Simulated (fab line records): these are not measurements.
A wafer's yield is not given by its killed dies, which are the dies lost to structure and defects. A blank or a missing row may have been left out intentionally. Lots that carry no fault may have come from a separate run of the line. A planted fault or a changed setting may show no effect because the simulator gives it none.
A single fault, viewed from 2 desks / flow gf180mcu / each desk holds nothing but its own numbers, with what lay behind them at the end

== AT THE METROLOGY DESK ==
What the gauges read for every lot (on any tool): the sampled wafers with a number, averaged. The brackets show how far a lot's mean lies from the usual mean; more than 4 standard deviations puts the lot out of limits, marked OUT.
Columns: A = M4_ALCU_RS at GF_M4_RS_MEAS_05, usual 0.0698 ohm/sq; B = M4_ALCU_THK at GF_M4_THK_MEAS_06, usual 446 nm
lot=L647; first seen here=day 25 08:23; A=0.0704; B=442
lot=L648; first seen here=day 25 17:11; A=0.0695; B=453
lot=L649; first seen here=day 25 21:04; A=0.0694; B=448
lot=L651; first seen here=day 26 13:17; A=0.0694; B=450
lot=L652; first seen here=day 26 19:19; A=0.0709; B=441
lot=L655; first seen here=day 27 23:02; A=0.0708; B=442
lot=L656; first seen here=day 28 05:58; A=0.0692; B=448
lot=L658; first seen here=day 28 16:13; A=0.0699; B=455
lot=L662; first seen here=day 29 22:02; A=0.0688; B=452
lot=L663; first seen here=day 30 01:21; A=0.0704; B=452
lot=L667; first seen here=day 31 04:14; A=0.0702; B=446
lot=L668; first seen here=day 31 07:34; A=0.0694; B=447
Result from this desk: across the 12 lots, nothing is out of limits.

== THE TOOL OWNER'S DESK: pvd-sputter-03 ==
At GF_M4_SPUTTER_04 (material TiN, target thk 50 nm, time 41.7 s) the tool's own readings: per lot run on this tool, the mean of the sampled wafers that have a number. The brackets show how far a lot's mean lies from the usual mean; more than 4 standard deviations puts the lot out of limits, marked OUT.
Columns: A = throttle-valve-pct at GF_M4_SPUTTER_04, usual 30.2 %
lot=L647; first seen here=day 25 08:21; A=30.7
lot=L648; first seen here=day 25 17:09; A=30.8
lot=L651; first seen here=day 26 13:14; A=30.4
lot=L655; first seen here=day 27 22:58; A=29.7
lot=L656; first seen here=day 28 05:56; A=29.3
lot=L658; first seen here=day 28 16:09; A=30.5
lot=L663; first seen here=day 30 01:15; A=30.5
Result from this desk: across the 7 lots, nothing is out of limits.

== TAKEN TOGETHER ==
Metrology desk: nothing out of limits seen.
The desk of the tool owner found nothing out of limits.

== WHAT THE SIMULATOR HAD INSERTED ==
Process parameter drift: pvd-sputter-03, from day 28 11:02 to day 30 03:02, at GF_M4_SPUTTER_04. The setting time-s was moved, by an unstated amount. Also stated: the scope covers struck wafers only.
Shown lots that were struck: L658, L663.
